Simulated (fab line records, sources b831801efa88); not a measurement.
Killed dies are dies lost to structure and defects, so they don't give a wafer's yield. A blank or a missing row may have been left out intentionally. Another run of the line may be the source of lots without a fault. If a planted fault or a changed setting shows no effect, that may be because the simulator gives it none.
Chamber matching :: flow sky130 :: SKY_FIELD_ISO_CMP_27 on cmp-01: 4 sister chambers
The step polishes, stops on Si3N4, t overpolish 16 s, target thk 457.8 nm. 14 wafers are shown with their chamber, then 7 later ones without.

== WAFERS PAIRED WITH THEIR CHAMBERS ==
wafer: L438.1
chamber: 1
motor-current-A (A): 9.5
time-to-endpoint-s (s): 109
overpolish-run-s (s): 16.004

wafer: L438.4
chamber: 0
motor-current-A (A): 13.2
time-to-endpoint-s (s): 103
overpolish-run-s (s): 16.003

wafer: L438.5
chamber: 3
motor-current-A (A): 12.4
time-to-endpoint-s (s): 109
overpolish-run-s (s): 15.997

wafer: L439.2
chamber: 2
motor-current-A (A): 11.3
time-to-endpoint-s (s): 109
overpolish-run-s (s): 16.008

wafer: L439.5
chamber: 3
motor-current-A (A): 12.0
time-to-endpoint-s (s): 110
overpolish-run-s (s): 15.986

wafer: L439.6
chamber: 2
motor-current-A (A): 11.1
time-to-endpoint-s (s): 107
overpolish-run-s (s): 16.007

wafer: L440.1
chamber: 0
motor-current-A (A): 12.9
time-to-endpoint-s (s): 103
overpolish-run-s (s): 15.998

wafer: L440.2
chamber: 1
motor-current-A (A): 9.6
time-to-endpoint-s (s): 109
overpolish-run-s (s): 15.988

wafer: L440.3
chamber: 3
motor-current-A (A): 12.7
time-to-endpoint-s (s): 114
overpolish-run-s (s): 15.991

wafer: L441.2
chamber: 3
motor-current-A (A): 12.6
time-to-endpoint-s (s): 113
overpolish-run-s (s): 16.005

wafer: L441.5
chamber: 1
motor-current-A (A): 9.8
time-to-endpoint-s (s): 111
overpolish-run-s (s): 15.994

wafer: L441.6
chamber: 0
motor-current-A (A): 12.7
time-to-endpoint-s (s): 110
overpolish-run-s (s): 16.000

wafer: L449.1
chamber: 1
motor-current-A (A): 9.6
time-to-endpoint-s (s): 113
overpolish-run-s (s): 15.997

wafer: L449.4
chamber: 0
motor-current-A (A): 13.1
time-to-endpoint-s (s): 105
overpolish-run-s (s): 16.008

SIGNATURES (means of the wafers above)
reading: motor-current-A
chamber 0: 12.975
chamber 1: 9.625
chamber 2: 11.200
chamber 3: 12.425
scatter within a chamber: 0.224

reading: time-to-endpoint-s
chamber 0: 105.25
chamber 1: 110.50
chamber 2: 108.00
chamber 3: 111.50
scatter within a chamber: 2.5

reading: overpolish-run-s
chamber 0: 16.00225
chamber 1: 15.99575
chamber 2: 16.00750
chamber 3: 15.99475
scatter within a chamber: 0.00625
Rule: distance of a wafer from a chamber = root of the sum over the readings of ((wafer's reading minus chamber's mean) / reading's scatter) squared. If the next closest chamber is less than 2 further off than the closest, the wafer can't be placed; otherwise it belongs to the closest. The scatter: take each reading less its chamber's mean, square it, sum over the shown wafers, divide by the number of wafers less the number of chambers, and take the root.

== WAFERS MISSING THEIR CHAMBER ==
wafer: L449.6
motor-current-A (A): 11.7
time-to-endpoint-s (s): 103
overpolish-run-s (s): 15.990

wafer: L455.1
motor-current-A (A): 13.6
time-to-endpoint-s (s): 111
overpolish-run-s (s): 15.991

wafer: L455.4
motor-current-A (A): 10.5
time-to-endpoint-s (s): 115
overpolish-run-s (s): 15.993

wafer: L455.6
motor-current-A (A): 9.4
time-to-endpoint-s (s): 119
overpolish-run-s (s): 16.003

wafer: L457.1
motor-current-A (A): 11.4
time-to-endpoint-s (s): 112
overpolish-run-s (s): 16.001

wafer: L457.2
motor-current-A (A): 9.3
time-to-endpoint-s (s): 122
overpolish-run-s (s): 15.990

wafer: L457.3
motor-current-A (A): 12.4
time-to-endpoint-s (s): 114
overpolish-run-s (s): 16.008

== THE CHAMBER EACH PASSED THROUGH ==
wafer: L449.6
from the rows above: can't be placed: 2 or 3 or 0
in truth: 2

wafer: L455.1
from the rows above: can't be placed: 0 or 3
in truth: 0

wafer: L455.4
from the rows above: can't be placed: 1 or 2
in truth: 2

wafer: L455.6
from the rows above: 1
in truth: 1

wafer: L457.1
from the rows above: 2
in truth: 2

wafer: L457.2
from the rows above: 1
in truth: 1

wafer: L457.3
from the rows above: 3
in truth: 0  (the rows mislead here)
3 of 7 placed correctly. Cannot be placed on the basis of these rows: 3; the candidates contain the true chamber in 3. 1 placed wrongly.
